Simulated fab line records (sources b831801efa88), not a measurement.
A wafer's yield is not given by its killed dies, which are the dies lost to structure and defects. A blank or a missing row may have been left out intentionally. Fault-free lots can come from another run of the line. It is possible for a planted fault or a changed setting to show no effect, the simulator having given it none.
What tool caused it? || flow gf180mcu || 39 wafers from 13 lots sampled at 5 of the route's 602 steps

== WHAT THE GAUGES READ, wafer by wafer ==
GF_V2_BOW_MEAS_05.
{"lot": "L966", "measured": "day 19 00:43", "on": "film-metro-02", "V2_BOW (um)": "92 92 96"}
{"lot": "L967", "measured": "day 19 04:22", "on": "film-metro-04", "V2_BOW (um)": "106 104 106"}
{"lot": "L968", "measured": "day 19 17:43", "on": "film-metro-03", "V2_BOW (um)": "108 94 100"}
{"lot": "L970", "measured": "day 20 14:39", "on": "film-metro-03", "V2_BOW (um)": "106 102 104"}
{"lot": "L971", "measured": "day 21 00:22", "on": "film-metro-04", "V2_BOW (um)": "97 102 100"}
{"lot": "L972", "measured": "day 21 12:14", "on": "film-metro-02", "V2_BOW (um)": "93 105 101"}
{"lot": "L974", "measured": "day 22 08:42", "on": "film-metro-02", "V2_BOW (um)": "86 91 83"}
{"lot": "L977", "measured": "day 23 14:11", "on": "film-metro-03", "V2_BOW (um)": "107 92 94"}
{"lot": "L978", "measured": "day 23 21:59", "on": "film-metro-03", "V2_BOW (um)": "99 96 96"}
{"lot": "L980", "measured": "day 24 14:02", "on": "film-metro-04", "V2_BOW (um)": "111 106 108"}
{"lot": "L981", "measured": "day 25 01:10", "on": "film-metro-04", "V2_BOW (um)": "82 96 101"}
{"lot": "L982", "measured": "day 25 05:03", "on": "film-metro-04", "V2_BOW (um)": "104 93 100"}
{"lot": "L986", "measured": "day 26 09:59", "on": "film-metro-04", "V2_BOW (um)": "107 88 101"}

GF_V2_OVL_MEAS_15.
{"lot": "L966", "measured": "day 20 00:43", "on": "overlay-01", "V2_OVL (nm)": "-6 -1 -9"}
{"lot": "L967", "measured": "day 20 04:35", "on": "overlay-02", "V2_OVL (nm)": "-6 -3 4"}
{"lot": "L968", "measured": "day 20 17:50", "on": "overlay-02", "V2_OVL (nm)": "6 0 5"}
{"lot": "L970", "measured": "day 21 14:26", "on": "overlay-01", "V2_OVL (nm)": "2 7 0"}
{"lot": "L971", "measured": "day 21 23:43", "on": "overlay-02", "V2_OVL (nm)": "-3 -1 -4"}
{"lot": "L972", "measured": "day 22 11:44", "on": "overlay-01", "V2_OVL (nm)": "-7 4 -3"}
{"lot": "L974", "measured": "day 23 08:15", "on": "overlay-01", "V2_OVL (nm)": "3 3 1"}
{"lot": "L977", "measured": "day 24 13:08", "on": "overlay-02", "V2_OVL (nm)": "5 7 0"}
{"lot": "L978", "measured": "day 24 20:19", "on": "overlay-01", "V2_OVL (nm)": "1 0 3"}
{"lot": "L980", "measured": "day 25 10:40", "on": "overlay-01", "V2_OVL (nm)": "-3 -9 -6"}
{"lot": "L981", "measured": "day 25 22:49", "on": "overlay-01", "V2_OVL (nm)": "-4 2 -7"}
{"lot": "L982", "measured": "day 26 01:53", "on": "overlay-02", "V2_OVL (nm)": "3 7 -1"}
{"lot": "L986", "measured": "day 27 05:37", "on": "overlay-01", "V2_OVL (nm)": "10 3 8"}

GF_M3_OVL_MEAS_15.
{"lot": "L966", "measured": "day 21 02:07", "on": "overlay-02", "M3_OVL (nm)": "-11 -10 -2"}
{"lot": "L967", "measured": "day 21 06:35", "on": "overlay-02", "M3_OVL (nm)": "5 2 -7"}
{"lot": "L968", "measured": "day 21 19:10", "on": "overlay-02", "M3_OVL (nm)": "-7 -4 -10"}
{"lot": "L970", "measured": "day 22 15:02", "on": "overlay-01", "M3_OVL (nm)": "-10 -12 -13"}
{"lot": "L971", "measured": "day 23 00:20", "on": "overlay-02", "M3_OVL (nm)": "5 4 -1"}
{"lot": "L972", "measured": "day 23 11:52", "on": "overlay-02", "M3_OVL (nm)": "4 -2 5"}
{"lot": "L974", "measured": "day 24 08:12", "on": "overlay-02", "M3_OVL (nm)": "-2 0 -6"}
{"lot": "L977", "measured": "day 25 12:22", "on": "overlay-02", "M3_OVL (nm)": "0 0 4"}
{"lot": "L978", "measured": "day 25 22:14", "on": "overlay-02", "M3_OVL (nm)": "-2 -13 -10"}
{"lot": "L980", "measured": "day 26 09:04", "on": "overlay-02", "M3_OVL (nm)": "-12 -17 -6"}
{"lot": "L981", "measured": "day 26 21:04", "on": "overlay-01", "M3_OVL (nm)": "-5 -16 -12"}
{"lot": "L982", "measured": "day 27 00:13", "on": "overlay-01", "M3_OVL (nm)": "-13 -11 -6"}
{"lot": "L986", "measured": "day 28 02:53", "on": "overlay-02", "M3_OVL (nm)": "-8 2 -6"}

GF_V3_THK_MEAS_01.
{"lot": "L966", "measured": "day 21 02:54", "on": "film-metro-01", "V3_CVD_00_THK (nm)": "594 595 597"}
{"lot": "L967", "measured": "day 21 07:22", "on": "film-metro-01", "V3_CVD_00_THK (nm)": "598 593 597"}
{"lot": "L968", "measured": "day 21 19:59", "on": "film-metro-01", "V3_CVD_00_THK (nm)": "591 599 602"}
{"lot": "L970", "measured": "day 22 15:49", "on": "film-metro-03", "V3_CVD_00_THK (nm)": "614 604 605"}
{"lot": "L971", "measured": "day 23 01:07", "on": "film-metro-03", "V3_CVD_00_THK (nm)": "604 610 613"}
{"lot": "L972", "measured": "day 23 12:44", "on": "film-metro-02", "V3_CVD_00_THK (nm)": "593 596 589"}
{"lot": "L974", "measured": "day 24 09:07", "on": "film-metro-01", "V3_CVD_00_THK (nm)": "590 596 590"}
{"lot": "L977", "measured": "day 25 13:16", "on": "film-metro-01", "V3_CVD_00_THK (nm)": "602 593 594"}
{"lot": "L978", "measured": "day 25 23:07", "on": "film-metro-01", "V3_CVD_00_THK (nm)": "604 602 597"}
{"lot": "L980", "measured": "day 26 10:07", "on": "film-metro-02", "V3_CVD_00_THK (nm)": "897 587 607"}
{"lot": "L981", "measured": "day 26 22:07", "on": "film-metro-02", "V3_CVD_00_THK (nm)": "608 598 597"}
{"lot": "L982", "measured": "day 27 01:01", "on": "film-metro-03", "V3_CVD_00_THK (nm)": "887 592 888"}
{"lot": "L986", "measured": "day 28 05:05", "on": "film-metro-02", "V3_CVD_00_THK (nm)": "601 608 602"}

== EACH LOT AND THE TOOL THAT RAN IT (in order: tool; ch and the chambers of the sampled wafers; start) ==
{"lot": "L966", "GF_V3_CVD_00": "hdpcvd-01 ch 0,1, day 21 02:50"}
{"lot": "L967", "GF_V3_CVD_00": "hdpcvd-01 ch 0,1,2, day 21 07:18"}
{"lot": "L968", "GF_V3_CVD_00": "hdpcvd-02 ch 1,2, day 21 19:54"}
{"lot": "L970", "GF_V3_CVD_00": "hdpcvd-02 ch 0,2, day 22 15:44"}
{"lot": "L971", "GF_V3_CVD_00": "hdpcvd-02 ch 0,1, day 23 01:02"}
{"lot": "L972", "GF_V3_CVD_00": "hdpcvd-01 ch 0,1, day 23 12:40"}
{"lot": "L974", "GF_V3_CVD_00": "hdpcvd-02 ch 0,1, day 24 09:01"}
{"lot": "L977", "GF_V3_CVD_00": "hdpcvd-01 ch 1,2, day 25 13:11"}
{"lot": "L978", "GF_V3_CVD_00": "hdpcvd-02 ch 0,1,2, day 25 23:02"}
{"lot": "L980", "GF_V3_CVD_00": "hdpcvd-02 ch 0,1,2, day 26 10:02"}
{"lot": "L981", "GF_V3_CVD_00": "hdpcvd-01 ch 0,1, day 26 22:02"}
{"lot": "L982", "GF_V3_CVD_00": "hdpcvd-02 ch 0,1, day 27 00:56"}
{"lot": "L986", "GF_V3_CVD_00": "hdpcvd-01 ch 1,2, day 28 05:01"}
- GF_V3_CVD_00: deposits SiO2, target thk 600 nm, time 100 s.

== AS READ BY THE TOOLS THEMSELVES (means over the sampled wafers that have a number; for cases with no such wafer, the mark the record gives instead) ==
GF_V3_CVD_00.
{"lot": "L966", "tool": "hdpcvd-01", "sih4-flow-sccm (sccm)": 59.94}
{"lot": "L967", "tool": "hdpcvd-01", "sih4-flow-sccm (sccm)": 59.99}
{"lot": "L968", "tool": "hdpcvd-02", "sih4-flow-sccm (sccm)": 59.96}
{"lot": "L970", "tool": "hdpcvd-02", "sih4-flow-sccm (sccm)": 59.84}
{"lot": "L971", "tool": "hdpcvd-02", "sih4-flow-sccm (sccm)": 59.96}
{"lot": "L972", "tool": "hdpcvd-01", "sih4-flow-sccm (sccm)": 59.95}
{"lot": "L974", "tool": "hdpcvd-02", "sih4-flow-sccm (sccm)": 60.07}
{"lot": "L977", "tool": "hdpcvd-01", "sih4-flow-sccm (sccm)": 60.04}
{"lot": "L978", "tool": "hdpcvd-02", "sih4-flow-sccm (sccm)": 60.06}
{"lot": "L980", "tool": "hdpcvd-02", "sih4-flow-sccm (sccm)": 69.87}
{"lot": "L981", "tool": "hdpcvd-01", "sih4-flow-sccm (sccm)": 60.01}
{"lot": "L982", "tool": "hdpcvd-02", "sih4-flow-sccm (sccm)": 80.02}
{"lot": "L986", "tool": "hdpcvd-01", "sih4-flow-sccm (sccm)": 59.91}

== THE ANSWER, worked out from the rows above alone ==
Rule: the lots themselves supply what counts as usual. Put in order of their means at a reading, lots are off if they are a third of the lots or fewer, leave a main group of 4 or more, and stand apart from it by a gap of 3 or more times the standard deviation of the main group's means; of several such gaps the widest counts. A main group is skipped when, at the precision printed for the reading in the tables above, its means are all equal. A lot without any number at a reading at which 4 lots or more have one is off too. The other lots that the step has rows for count as sound. The gauges are gone through in route order, then the tools' own readings, and for those a lot's mean is taken as printed above. At the first step where some lot is off, the reading lying furthest off is the one used; lots without a number count as furthest.
Off: L980, L982, seen at GF_V3_THK_MEAS_01 (V3_CVD_00_THK). The main group has a mean of 599 nm with a standard deviation of 5.4.
A tool fits if, at a process step before that reading, it ran every lot that is off, and no sound lot after the first of them. The gauges at GF_V3_THK_MEAS_01 aren't tried: what is off there is off at GF_V3_CVD_00 too, on other tools, and a gauge's error can't cause that. One candidate fits, namely hdpcvd-02 at GF_V3_CVD_00. A fault onset in the window from L978 (day 25 23:02, its last sound lot) to L980 (day 26 10:02, its first lot off) fits.
On the lots that are off, the tool's own readings at GF_V3_CVD_00 differ by more than 5 times the standard deviation of the sound lots' means, which bears it out; sih4-flow-sccm reads 74.94 sccm there versus 59.98 sccm on the sound lots.

== WHAT THE SIMULATOR HAD PUT IN ==
hdpcvd-02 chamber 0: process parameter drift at GF_V3_CVD_00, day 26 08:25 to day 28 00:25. Setting sih4-flow-sccm shifted by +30 from 60. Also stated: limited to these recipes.
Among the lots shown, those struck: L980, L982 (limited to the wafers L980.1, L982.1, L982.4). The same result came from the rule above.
